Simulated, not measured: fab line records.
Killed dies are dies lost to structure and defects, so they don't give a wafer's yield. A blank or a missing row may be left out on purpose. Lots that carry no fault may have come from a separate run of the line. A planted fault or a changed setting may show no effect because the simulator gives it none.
Matching of chambers	flow sky130	SKY_VIA3_ETCH_15 on rie diel-03 has 4 sister chambers
The step etches SiO2 in C4F8/O2/Ar, stops on TiN, target depth 507 nm, time 78 s. 18 wafers are shown with their chamber, then 9 later ones without.

EACH WAFER AND ITS CHAMBER
wafer	chamber	oes product au (a.u.)
L074.4	3	0.944
L074.5	3	0.951
L074.6	2	0.942
L077.4	3	0.940
L077.5	0	0.943
L077.6	1	0.945
L078.2	2	0.943
L078.5	1	0.942
L078.6	0	0.939
L081.3	2	0.936
L081.5	2	0.943
L081.6	1	0.942
L084.2	1	0.941
L084.3	0	0.947
L084.5	0	0.944
L089.3	0	0.944
L089.4	1	0.948
L089.6	1	0.945

SIGNATURES (averages over the wafers above)
reading	chamber 0	chamber 1	chamber 2	chamber 3	scatter within a chamber
oes product au	0.94340	0.94383	0.94100	0.94500	0.00342
Rule: distance of a wafer from a chamber = root of the sum over the readings of ((wafer's reading minus chamber's mean) / reading's scatter) squared. The wafer belongs to the nearest chamber; if the next one is less than 2 further off, it can't be placed. The scatter is the square root of a quotient: the sum, over the shown wafers, of each reading's squared deviation from its chamber's mean, divided by wafers minus chambers.

WAFERS MISSING THEIR CHAMBER
wafer	oes product au (a.u.)
L091.2	0.952
L091.3	0.950
L091.6	0.948
L094.1	0.950
L094.3	0.940
L094.5	0.941
L097.1	0.940
L097.4	0.948
L097.5	0.942

EACH ONE'S CHAMBER
wafer	from the rows above	in truth
L091.2	can't be placed: 3 or 1 or 0 or 2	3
L091.3	can't be placed: 3 or 1 or 0 or 2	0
L091.6	can't be placed: 3 or 1 or 0 or 2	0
L094.1	can't be placed: 3 or 1 or 0 or 2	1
L094.3	can't be placed: 2 or 0 or 1 or 3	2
L094.5	can't be placed: 2 or 0 or 1 or 3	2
L097.1	can't be placed: 2 or 0 or 1 or 3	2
L097.4	can't be placed: 3 or 1 or 0 or 2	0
L097.5	can't be placed: 2 or 0 or 1 or 3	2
Correct placement for 0 of the 9. These rows do not allow placing 9 (true chamber among the candidates in 9). 0 placed wrongly.
